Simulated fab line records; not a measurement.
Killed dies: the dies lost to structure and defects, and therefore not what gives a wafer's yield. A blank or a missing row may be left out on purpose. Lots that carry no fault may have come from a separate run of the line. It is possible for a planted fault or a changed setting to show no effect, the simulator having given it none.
A struck lot beside a sound one :: flow sky130 :: 35 steps out of a route of 708
Sound: these wafers, L181.1, L181.2, L181.6. Struck: wafers L193.1, L193.3, L193.6. The cause is named last.
Per side, at each step with rows, come the tool, then ch with its chambers, and then its first start. Under that, the readings that differ: sound wafers :: struck wafers :: difference of the means :: sigmas: that difference in standard deviations of wafers without a fault.
alike: a reading whose means differ by less than 2 such deviations, as well as words and numbers matching on both sides. not compared: withheld readings; readings where some wafer has no value; bounds like >300 that might hide an equal value; numbers whose values overlap and for which the record gives no deviation.
A row with sigmas, a row that says differs or no value, or rows on one side alone: a step with any of these is where the two part. Numbers that don't overlap but have no deviation are shown without sigmas and don't part them. Lack of a reading on every wafer of one side parts them only where that side has two or more wafers.

first, 5 steps without rows for these wafers: SKY_METAL5_SOFTBAKE_10 (time 60 s); SKY_METAL5_EXPOSE_11 (exposes mask MM5, target cd 1600 nm); SKY_METAL5_PEB_12; SKY_METAL5_DEVELOP_13 (develop time 60 s); SKY_METAL5_DESCUM_14 (chemistry O2, time 11 s).
SKY_METAL5_METAL_ETCH_15: etches the open film in Cl2/BCl3, stops on SiO2, target depth 1260 nm, time 252 s.
  sound on rie-metal-03 ch 0,1, day 46 11:58; struck on rie-metal-03 ch 1, day 49 02:25
  alike: bcl3-flow-sccm, drypump-motor-current-A, mfc-cl2-sccm, oes-product-au, throttle-valve-pct
  not compared: rf-hours-counter-h
SKY_METAL5_STRIP_16: strips in O2/N2.
  sound on plasma-asher-02 ch 0,1, day 46 12:13; struck on plasma-asher-03 ch 0,1, day 49 02:40
  alike: drypump-motor-current-A, oes-product-au, strip-time-to-endpoint-s
  not compared: rf-hours-counter-h
then, 3 steps without rows for these wafers: SKY_METAL5_STRIP_17 (strips in post etch residue remover, time 1200 s); SKY_METAL5_CLEAN_18 (cleans in IPA, time 180 s); SKY_METAL5_CLEAN_19 (cleans in O3/DIW).
SKY_PASSIVATION_CVD_00: deposits SiO2, target thk 90 nm.
  sound on pecvd-01 ch 0,2, day 46 12:50; struck on pecvd-01 ch 0,1,2, day 49 03:15
  alike: heater-power-w
SKY_PASSIVATION_THK_MEAS_01:
  sound: film-metro-01 at day 46 12:52; struck: film-metro-02 at day 49 03:16
  alike: PASSIVATION_CVD_00_THK
SKY_PASSIVATION_CVD_02: deposits Si3N4, target thk 540 nm.
  sound on pecvd-02 ch 0,2, day 46 12:55; struck on pecvd-02 ch 0,2, day 49 03:20
reading: model.Si3N4_of_PASSIVATION_CVD_02.thk-nm (nm)
sound: 527.1 537.1 549
struck: 622.6 617.2 632.7
difference: +86.4
sigmas: 
  alike: heater-power-w
SKY_PASSIVATION_THK_MEAS_03:
  sound: film-metro-02 at day 46 13:08; struck: film-metro-01 at day 49 03:33
reading: PASSIVATION_CVD_02_THK (nm)
sound: 527 537 549
struck: 623 617 633
difference: +87
sigmas: +12
then, 7 steps without rows for these wafers: SKY_PASSIVATION_DEHYDRATE_04 (time 60 s); SKY_PASSIVATION_HMDS_05 (prime time 60 s); SKY_PASSIVATION_COAT_06 (resist thk 3000 nm); SKY_PASSIVATION_SOFTBAKE_07; SKY_PASSIVATION_EXPOSE_08 (exposes mask NSM, target cd 3000 nm); SKY_PASSIVATION_PEB_09; SKY_PASSIVATION_DEVELOP_10 (develop time 60 s).
SKY_PASSIVATION_ETCH_11: etches the open film in CF4/O2, stops on AlCu, target depth 725 nm, time 161.1 s.
  sound on rie-diel-02 ch 1,2, day 47 09:10; struck on rie-diel-02 ch 0,1,3, day 49 21:17
  alike: drypump-motor-current-A, oes-product-au, throttle-valve-pct
  not compared: rf-hours-counter-h, model.etch.depth-nm, model.PASSIVATION.feature-depth-nm
SKY_PASSIVATION_STRIP_12: strips in O2/N2.
  sound on plasma-asher-02 ch 0,1, day 47 09:17; struck on plasma-asher-02 ch 0,1, day 49 21:23
  alike: drypump-motor-current-A, oes-product-au, strip-time-to-endpoint-s
  not compared: rf-hours-counter-h
then, 7 steps without rows for these wafers: SKY_PAD_OPEN_DEHYDRATE_00 (time 60 s); SKY_PAD_OPEN_HMDS_01 (prime time 60 s); SKY_PAD_OPEN_COAT_02 (resist thk 3000 nm); SKY_PAD_OPEN_SOFTBAKE_03; SKY_PAD_OPEN_EXPOSE_04 (exposes mask PDM, target cd 60000 nm); SKY_PAD_OPEN_PEB_05; SKY_PAD_OPEN_DEVELOP_06 (develop time 60 s).
SKY_PAD_OPEN_ETCH_07: etches the open film in CF4/O2, stops on AlCu, target depth 725 nm, time 161.1 s.
  sound on rie-diel-01 ch 1,3, day 48 04:53; struck on rie-diel-03 ch 1,2, day 50 13:31
reading: drypump-motor-current-A (A)
sound: 6.1 6.1 6.1
struck: 5.1 4.9 4.9
difference: -1.1
sigmas: -2
  alike: oes-product-au, throttle-valve-pct
  not compared: rf-hours-counter-h, model.PAD_OPEN.feature-depth-nm, model.etch.depth-nm
SKY_PAD_OPEN_STRIP_08: strips in O2/N2.
  sound on plasma-asher-02 ch 0,1, day 48 04:59; struck on plasma-asher-03 ch 0,1, day 50 13:43
  alike: drypump-motor-current-A, oes-product-au, strip-time-to-endpoint-s
  not compared: rf-hours-counter-h
SKY_PAD_OPEN_STRIP_09: strips in post etch residue remover, time 1200 s.
  sound on wet-bench-02 ch 1, day 48 05:05; struck on wet-bench-01 ch 2, day 50 13:50
reading: model.Si3N4_of_PASSIVATION_CVD_02.thk-nm (nm)
sound: 526.8 536.7 548.6
struck: 622.3 616.8 632.4
difference: +86.5
sigmas: 
then, 2 steps without rows for these wafers: SKY_PAD_OPEN_CLEAN_10 (cleans in IPA, time 180 s); SKY_PAD_OPEN_PROBE_99.

== WHERE THEY PART ==
At SKY_PASSIVATION_THK_MEAS_03 first; at SKY_PAD_OPEN_ETCH_07 last (within this record only). Later steps at which nothing parts them and some readings are alike: SKY_PAD_OPEN_STRIP_08.

WHY: what the simulator had put in
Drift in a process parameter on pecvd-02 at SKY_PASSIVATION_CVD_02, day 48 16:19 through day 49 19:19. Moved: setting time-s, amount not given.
